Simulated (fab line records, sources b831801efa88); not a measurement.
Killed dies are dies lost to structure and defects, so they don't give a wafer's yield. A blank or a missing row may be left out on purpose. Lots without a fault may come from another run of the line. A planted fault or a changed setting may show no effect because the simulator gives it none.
Which tool did it? | flow sky130 | 12 lots, 36 wafers sampled, at 6 steps of a route of 708

WHAT THE GAUGES READ, wafer by wafer
SKY_FIELD_ISO_CD_MEAS_13: target cd 150 nm. Usual: cd_nm 150.4 nm, standard deviation 1.8.
lot  | measured    | on        | cd_nm (nm)        | flag
L468 | day 2 09:41 | cd_sem-02 | 151.2 150.7 149.3 |
L471 | day 3 01:01 | cd_sem-02 | 150.6 151.4 150.6 |
L472 | day 3 05:40 | cd_sem-02 | 154.4 152.5 153.3 |
L478 | day 4 17:20 | cd_sem-01 | 148.2 147.5 148.0 |
L479 | day 4 21:46 | cd_sem-02 | 149.0 149.9 148.7 |
L480 | day 5 00:49 | cd_sem-01 | 151.0 151.0 151.9 |
L482 | day 5 12:51 | cd_sem-02 | 147.5 145.5 148.3 |
L484 | day 5 22:16 | cd_sem-01 | 154.1 151.9 152.0 |
L486 | day 6 10:44 | cd_sem-01 | 148.9 151.3 151.5 |
L487 | day 6 14:22 | cd_sem-02 | 151.1 150.5 150.9 |
L488 | day 6 18:55 | cd_sem-01 | 151.2 151.6 150.9 |
L489 | day 6 23:35 | cd_sem-01 | 149.6 149.0 149.3 |

SKY_PWDE_TW_MEAS_10. Usual: PWDE_TW 374.5, standard deviation 2.2.
lot  | measured    | on            | PWDE_TW                             | flag
L468 | day 4 02:46 | film_metro-04 | 377.9 375.9 376.8                   |
L471 | day 4 17:16 | film_metro-04 | 376.7 375.5 375.6                   |
L472 | day 4 23:22 | film_metro-02 | 370.0 372.1 372.5                   |
L478 | day 6 17:23 | film_metro-02 | 380.9 384.6 384.7 382.6 384.9 384.2 | OFF
L479 | day 6 19:57 | film_metro-04 | 385.3 385.4 387.4 387.6 385.8 384.7 | OFF
L480 | day 7 01:10 | film_metro-02 | 371.3 371.2 371.2                   |
L482 | day 7 11:28 | film_metro-03 | 376.2 375.6 375.1                   |
L484 | day 7 18:34 | film_metro-02 | 370.5 372.4 372.9                   |
L486 | day 8 08:43 | film_metro-03 | 373.9 373.1 374.1                   |
L487 | day 8 11:52 | film_metro-03 | 373.5 374.8 374.3                   |
L488 | day 9 01:22 | film_metro-03 | 375.0 375.9 373.8                   |
L489 | day 9 13:28 | film_metro-04 | 374.6 376.4 375.2                   |

SKY_NWELL_RS_MEAS_31: measures by four-point-probe. Usual: PWDE_RS 5284 ohm/sq, standard deviation 17.
lot  | measured     | on            | PWDE_RS (ohm/sq)              | flag
L468 | day 5 14:05  | film_metro-03 | 5284 5304 5286                |
L471 | day 6 07:07  | film_metro-02 | 5314 5296 5307                |
L472 | day 6 17:59  | film_metro-04 | 5267 5267 5272                |
L478 | day 8 08:37  | film_metro-04 | 4934 4920 4932 4936 4919 4933 | OFF
L479 | day 8 11:25  | film_metro-02 | 4942 4944 4945 4932 4945 4934 | OFF
L480 | day 8 18:04  | film_metro-03 | 5294 5255 5272                |
L482 | day 9 05:38  | film_metro-02 | 5280 5292 5301                |
L484 | day 9 13:01  | film_metro-04 | 5307 5293 5291                |
L486 | day 10 05:07 | film_metro-03 | 5301 5287 5306                |
L487 | day 10 07:40 | film_metro-02 | 5274 5255 5264                |
L488 | day 10 23:01 | film_metro-02 | 5284 5289 5287                |
L489 | day 11 12:10 | film_metro-02 | 5282 5292 5291                |

SKY_VT_ADJUST_LVTN_TW_MEAS_10. Usual: VT_ADJUST_LVTN_TW 243.3, standard deviation 1.9.
lot  | measured     | on            | VT_ADJUST_LVTN_TW | flag
L468 | day 7 05:43  | film_metro-02 | 241.7 240.9 240.9 |
L471 | day 7 20:31  | film_metro-02 | 239.3 240.4 238.7 |
L472 | day 8 08:31  | film_metro-01 | 244.1 245.2 244.6 |
L478 | day 10 03:58 | film_metro-04 | 244.6 244.6 245.9 |
L479 | day 10 07:10 | film_metro-04 | 245.8 245.1 244.9 |
L480 | day 10 14:19 | film_metro-01 | 244.2 245.7 245.5 |
L482 | day 11 02:55 | film_metro-01 | 244.2 243.2 242.8 |
L484 | day 11 10:22 | film_metro-02 | 240.9 240.7 240.0 |
L486 | day 12 05:33 | film_metro-02 | 242.2 241.6 241.7 |
L487 | day 12 07:19 | film_metro-01 | 245.3 245.4 245.1 |
L488 | day 13 00:31 | film_metro-01 | 245.5 243.3 244.5 |
L489 | day 13 14:51 | film_metro-01 | 245.5 244.0 244.3 |

SKY_VT_ADJUST_HVTR_CD_MEAS_07: target cd 380 nm. Usual: cd_nm 380.2 nm, standard deviation 2.2.
lot  | measured     | on        | cd_nm (nm)        | flag
L468 | day 9 18:33  | cd_sem-01 | 380.1 376.8 380.7 |
L471 | day 10 13:40 | cd_sem-02 | 376.2 379.8 376.0 |
L472 | day 11 02:46 | cd_sem-01 | 376.6 379.8 382.4 |
L478 | day 13 05:37 | cd_sem-01 | 380.5 380.6 378.7 |
L479 | day 13 07:46 | cd_sem-01 | 379.5 378.6 378.5 |
L480 | day 13 17:01 | cd_sem-02 | 380.2 380.5 381.4 |
L482 | day 14 06:02 | cd_sem-02 | 382.7 381.8 384.4 |
L484 | day 14 14:35 | cd_sem-01 | 380.3 378.3 378.5 |
L486 | day 15 12:14 | cd_sem-01 | 380.1 383.8 381.8 |
L487 | day 15 13:31 | cd_sem-01 | 382.9 381.7 379.9 |
L488 | day 16 10:38 | cd_sem-02 | 375.9 378.1 377.9 |
L489 | day 17 02:58 | cd_sem-02 | 380.4 379.5 382.4 |

WHICH TOOL RAN EACH LOT (tool, then ch and the chambers of the sampled wafers, then the start)
lot  | SKY_PWDE_IMPLANT_08
L468 | implanter-04 ch 0, day 4 02:32
L471 | implanter-03 ch 0, day 4 17:01
L472 | implanter-04 ch 0, day 4 23:07
L478 | implanter-04 ch 0, day 6 17:08
L479 | implanter-04 ch 0, day 6 19:42
L480 | implanter-03 ch 0, day 7 00:55
L482 | implanter-03 ch 0, day 7 11:14
L484 | implanter-02 ch 0, day 7 18:19
L486 | implanter-03 ch 0, day 8 08:28
L487 | implanter-03 ch 0, day 8 11:37
L488 | implanter-03 ch 0, day 9 01:07
L489 | implanter-02 ch 0, day 9 13:13
- SKY_PWDE_IMPLANT_08

WHAT THE TOOLS THEMSELVES READ (means of the sampled wafers that have a number; where no wafer has one, the mark that the record gives instead)
SKY_PWDE_IMPLANT_08. Usual: dose_ions_cm2 3.6e+12, standard deviation 4.5e+09; faraday_current_uA 20.3, standard deviation 0.42.
lot  | tool         | dose_ions_cm2 | faraday_current_uA | flag
L468 | implanter-04 | 3.6e+12       | 20.3               |
L471 | implanter-03 | 3.6e+12       | 20.5               |
L472 | implanter-04 | 3.6e+12       | 20.3               |
L478 | implanter-04 | 3.9e+12       | 21.9               | OFF
L479 | implanter-04 | 3.9e+12       | 22.0               | OFF
L480 | implanter-03 | 3.6e+12       | 20.4               |
L482 | implanter-03 | 3.6e+12       | 20.3               |
L484 | implanter-02 | 3.6e+12       | 20.3               |
L486 | implanter-03 | 3.6e+12       | 20.5               |
L487 | implanter-03 | 3.6e+12       | 20.3               |
L488 | implanter-03 | 3.6e+12       | 20.4               |
L489 | implanter-02 | 3.6e+12       | 20.2               |

THE ANSWER, worked out from the rows above alone
Rule: a lot is off if the mean of its wafers that have a number lies more than 3 standard deviations from the usual mean. A lot without any number at a reading at which 4 lots or more have one is off too. The other lots that the step has rows for count as sound. The gauges are gone through in route order, then the tools' own readings, and for those a lot's mean is taken as printed above. The first step at which some lot is off is used, and at that step the reading that is off furthest; a lot without a number counts as furthest.
Off: L478, L479, at SKY_PWDE_TW_MEAS_10 (PWDE_TW).
A tool fits if, at a process step before that reading, it ran every lot that is off, and no sound lot after the first of them. The gauges at SKY_PWDE_TW_MEAS_10 aren't tried: what is off there is off at SKY_PWDE_IMPLANT_08 too, on other tools, and a gauge's error can't cause that. One fits: implanter-04 at SKY_PWDE_IMPLANT_08. Its last sound lot is L472 (day 4 23:07), its first lot that is off L478 (day 6 17:08): a fault that began between those two fits.
The tool's own readings at SKY_PWDE_IMPLANT_08 bear it out: on the lots that are off they differ by more than 5 times the standard deviation of the sound lots' means. dose_ions_cm2 reads 3.9e+12 there against 3.6e+12 on the sound lots; faraday_current_uA reads 21.9 there against 20.4 on the sound lots.

WHAT THE SIMULATOR HAD PUT IN
Process parameter drift: implanter-04, from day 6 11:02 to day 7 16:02, at SKY_PWDE_IMPLANT_08. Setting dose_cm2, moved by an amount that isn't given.
Lots struck among those shown: L478, L479. The rule above found the same.
